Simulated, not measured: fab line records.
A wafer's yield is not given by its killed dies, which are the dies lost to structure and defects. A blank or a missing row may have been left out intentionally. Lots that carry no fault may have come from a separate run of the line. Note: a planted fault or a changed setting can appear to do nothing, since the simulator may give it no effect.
fab line records + flow gf180mcu
record
- lots=5
- wafers=15
- lastDay=33
route steps=602 shown V1@338
lots that met no fault: taken from a fault-free run of the same line
startH: hours from the record's opening day to when the first of the lot's shown wafers began + waitH: hours since the lot's step before + " unchanged from the row above + L1.1+2: several wafers, shown together as one row + - no value, or no start given + * or withheld: withheld + < > ~ a bound
route shown NAME@n: a module of which the file shows steps, and the number in the route of the first + usual: average and standard deviation across the fault-free wafers + same: alike in all rows + chamber/n: place in a boat + sites: each site's reading + _std_site: the values' standard deviation + _edge_site: the outer-site mean with the inner-site mean subtracted + radiusMm: how far each site lies from the wafer's centre + mask NAME#n: copy n + behind: the tool/chamber that last shaped the wafer + hold: what put the lot on hold/how long, in hours/how the hold closed + device: the n, p or np transistor that did not switch + end of line: the same wafers' tests at the end of the route + a step given without rows: its recipe and nothing more + killed: not the wafer's yield, but the dies lost to structure and defects at the first sort + map: shows each die of a wafer: x if killed, . if not, _ if none is there
set.NAME: the run value of the setting; set.NAME@STEP: its run value at that earlier step + model.NAME: the simulator's own value behind a step, which no gauge read
a table for each step, a row for each wafer; lots at some steps of the route
services: when a tool's chamber went out of use (startH, in hours from the record's first day, below 0 if earlier), for how many hours, and the reason
## steps
# step GF_V1_THK_MEAS_03
# recipe
- reads=SiO2_of_V1_CVD_02
# usual
- V1_CVD_02_THK=851/12
| lot.wafer | tool         | chamber | startH | waitH | V1_CVD_02_THK[nm] |
|-----------|--------------|---------|--------|-------|-------------------|
| L077.2    | filmMetro-04 | -       | 413.03 | 0.0   | 840               |
| L077.5    | "            | -       | "      | "     | 854               |
| L077.6    | "            | -       | "      | "     | 852               |
| L085.2    | filmMetro-01 | -       | 486.15 | 0.0   | 825               |
| L085.4    | "            | -       | "      | "     | 836               |
| L085.5    | "            | -       | "      | "     | 842               |
| L090.1    | filmMetro-01 | -       | 535.62 | 0.0   | 831               |
| L090.2    | "            | -       | "      | "     | 840               |
| L090.4    | "            | -       | "      | "     | 846               |
| L091.1    | filmMetro-01 | -       | 537.68 | 0.0   | 849               |
| L091.3    | "            | -       | "      | "     | 838               |
| L091.6    | "            | -       | "      | "     | 857               |
| L092.4    | filmMetro-04 | -       | 553.99 | 0.0   | 841               |
| L092.5    | "            | -       | "      | "     | 844               |
| L092.6    | "            | -       | "      | "     | 846               |
# step GF_V1_CMP_04
# recipe
- material=SiO2
- downForcePsi=4
- platenRpm=60
- padVelocityMS=0.94248
# usual
- motorCurrentA=12.0/1.2
- timeToEndpointS=81/5.3
| lot.wafer | tool   | chamber | startH | waitH | motorCurrentA | timeToEndpointS |
|-----------|--------|---------|--------|-------|---------------|-----------------|
| L077.2    | cmp-02 | 1       | 413.23 | 0.2   | 12.1          | 77              |
| L077.6    | "      | 2       | "      | "     | 10.3          | 83              |
| L077.5    | "      | 3       | "      | "     | 14.6          | 82              |
| L085.2    | cmp-01 | 2       | 486.25 | 0.1   | 12.4          | 71              |
| L085.4    | "      | 0       | "      | "     | 11.6          | 78              |
| L085.5    | "      | 2       | "      | "     | 12.7          | 80              |
| L090.1    | cmp-01 | 1       | 535.68 | 0.1   | 11.6          | 73              |
| L090.4    | "      | 2       | "      | "     | 12.4          | 75              |
| L090.2    | "      | 3       | "      | "     | 10.2          | 73              |
| L091.3    | cmp-02 | 1       | 537.74 | 0.0   | 12.5          | 75              |
| L091.1    | "      | 3       | "      | "     | 14.7          | 82              |
| L091.6    | "      | 2       | "      | "     | 10.9          | 86              |
| L092.4    | cmp-02 | 1       | 554.17 | 0.2   | 12.7          | 79              |
| L092.6    | "      | 2       | "      | "     | 11.0          | 82              |
| L092.5    | "      | 3       | "      | "     | 12.9          | 78              |
# step GF_V1_BOW_MEAS_05
# recipe
- mode=bow
# usual
- V1_BOW=81/7.9
| lot.wafer | tool         | chamber | startH | waitH | V1_BOW[um] |
|-----------|--------------|---------|--------|-------|------------|
| L077.2    | filmMetro-02 | -       | 413.40 | 0.1   | 68         |
| L077.5    | "            | -       | "      | "     | 81         |
| L077.6    | "            | -       | "      | "     | 82         |
| L085.2    | filmMetro-02 | -       | 486.52 | 0.2   | 86         |
| L085.4    | "            | -       | "      | "     | 84         |
| L085.5    | "            | -       | "      | "     | 90         |
| L090.1    | filmMetro-02 | -       | 535.98 | 0.2   | 85         |
| L090.2    | "            | -       | "      | "     | 88         |
| L090.4    | "            | -       | "      | "     | 74         |
| L091.1    | filmMetro-02 | -       | 538.04 | 0.1   | 78         |
| L091.3    | "            | -       | "      | "     | 68         |
| L091.6    | "            | -       | "      | "     | 80         |
| L092.4    | filmMetro-02 | -       | 554.38 | 0.2   | 70         |
| L092.5    | "            | -       | "      | "     | 75         |
| L092.6    | "            | -       | "      | "     | 68         |
# step GF_V1_DEHYDRATE_06
# recipe
- tempC=200
- timeS=60
| lot.wafer  | tool          | chamber | startH | waitH |
|------------|---------------|---------|--------|-------|
| L077.2+5+6 | lithoTrack-01 | 0       | 425.30 | 11.9  |
| L085.2+4+5 | lithoTrack-01 | 0       | 498.25 | 11.7  |
| L090.1+2+4 | lithoTrack-04 | 0       | 546.62 | 10.6  |
| L091.1+3+6 | lithoTrack-03 | 0       | 549.58 | 11.5  |
| L092.4+5+6 | lithoTrack-03 | 0       | 563.61 | 9.2   |
# step GF_V1_HMDS_07
# recipe
- primeTimeS=60
- primeTempC=120
| lot.wafer  | tool          | chamber | startH | waitH |
|------------|---------------|---------|--------|-------|
| L077.2+5+6 | lithoTrack-01 | 0       | 425.45 | 0.1   |
| L085.2+4+5 | lithoTrack-01 | 0       | 498.40 | 0.1   |
| L090.1+2+4 | lithoTrack-04 | 0       | 546.77 | 0.1   |
| L091.1+3+6 | lithoTrack-03 | 0       | 549.73 | 0.1   |
| L092.4+5+6 | lithoTrack-03 | 0       | 563.76 | 0.1   |
# step GF_V1_COAT_08
# recipe
- resist=BARC
- tempC=withheld
- timeS=withheld
- spinRpm=withheld
- resistThkNm=withheld
| lot.wafer  | tool          | chamber | startH | waitH |
|------------|---------------|---------|--------|-------|
| L077.2+5+6 | lithoTrack-01 | 0       | 425.60 | 0.1   |
| L085.2+4+5 | lithoTrack-01 | 0       | 498.55 | 0.1   |
| L090.1+2+4 | lithoTrack-04 | 0       | 546.92 | 0.1   |
| L091.1+3+6 | lithoTrack-03 | 0       | 549.88 | 0.1   |
| L092.4+5+6 | lithoTrack-03 | 0       | 563.91 | 0.1   |
# step GF_V1_COAT_09
# recipe
- resist=KrF
- spinRpm=withheld
- resistThkNm=1017
| lot.wafer  | tool          | chamber | startH | waitH |
|------------|---------------|---------|--------|-------|
| L077.2+5+6 | lithoTrack-01 | 0       | -      | -     |
| L085.2+4+5 | lithoTrack-01 | 0       | -      | -     |
| L090.1+2+4 | lithoTrack-04 | 0       | -      | -     |
| L091.1+3+6 | lithoTrack-03 | 0       | -      | -     |
| L092.4+5+6 | lithoTrack-03 | 0       | -      | -     |
# step GF_V1_SOFTBAKE_10
# recipe
- tempC=130
- timeS=60
- resist=KrF
| lot.wafer  | tool          | chamber | startH | waitH |
|------------|---------------|---------|--------|-------|
| L077.2+5+6 | lithoTrack-01 | 0       | -      | -     |
| L085.2+4+5 | lithoTrack-01 | 0       | -      | -     |
| L090.1+2+4 | lithoTrack-04 | 0       | -      | -     |
| L091.1+3+6 | lithoTrack-03 | 0       | -      | -     |
| L092.4+5+6 | lithoTrack-03 | 0       | -      | -     |
# step GF_V1_EXPOSE_11
# recipe
- maskId=Via1
- targetCdNm=260
- na=0.68
- sourceShape=conventional
- sigmaOuter=0.6
- doseMj=38
| lot.wafer  | tool          | chamber | startH | waitH | mask   |
|------------|---------------|---------|--------|-------|--------|
| L077.2+5+6 | krfScanner-01 | 0       | -      | -     | Via1#0 |
| L085.2+4+5 | krfScanner-02 | 0       | -      | -     | Via1#0 |
| L090.1+2+4 | krfScanner-02 | 0       | -      | -     | Via1#0 |
| L091.1+3+6 | krfScanner-01 | 0       | -      | -     | Via1#0 |
| L092.4+5+6 | krfScanner-02 | 0       | -      | -     | Via1#0 |
# step GF_V1_PEB_12
# recipe
- pebTempC=135
- pebTimeS=90
- resist=KrF
| lot.wafer  | tool          | chamber | startH | waitH |
|------------|---------------|---------|--------|-------|
| L077.2+5+6 | lithoTrack-04 | 0       | -      | -     |
| L085.2+4+5 | lithoTrack-04 | 0       | -      | -     |
| L090.1+2+4 | lithoTrack-04 | 0       | -      | -     |
| L091.1+3+6 | lithoTrack-03 | 0       | -      | -     |
| L092.4+5+6 | lithoTrack-01 | 0       | -      | -     |
## services
| tool          | chamber | startH | hours | kind                          |
|---------------|---------|--------|-------|-------------------------------|
| cmp-01        | -       | 393.68 | 7.8   | pm                            |
| cmp-02        | -       | 407.30 | 4.0   | pm                            |
| cmp-02        | -       | 411.30 | -     | consumableReplace:conditioner |
| cmp-02        | -       | 411.30 | -     | consumableReplace:pad         |
| cmp-02        | -       | 419.89 | 0.5   | repair                        |
| cmp-02        | -       | 422.19 | 3.5   | repair                        |
| krfScanner-01 | -       | 428.56 | 1.3   | pm                            |
| krfScanner-01 | -       | 441.97 | 1.0   | pm                            |
| cmp-02        | -       | 447.43 | 0.5   | repair                        |
| cmp-01        | -       | 459.28 | 0.3   | repair                        |
| krfScanner-01 | -       | 480.78 | 0.8   | pm                            |
| krfScanner-02 | -       | 496.71 | 0.8   | pm                            |
| cmp-01        | -       | 502.14 | 0.9   | repair                        |
| krfScanner-02 | -       | 519.46 | 2.2   | repair                        |
| krfScanner-02 | -       | 520.53 | 2.5   | repair                        |
| cmp-01        | -       | 520.97 | 0.2   | repair                        |
| krfScanner-02 | -       | 544.48 | 1.0   | pm                            |
| cmp-01        | -       | 553.92 | 4.2   | pm                            |
| krfScanner-02 | -       | 562.14 | 1.3   | pm                            |
| cmp-01        | -       | 572.00 | 4.0   | pm                            |
## key
fault none
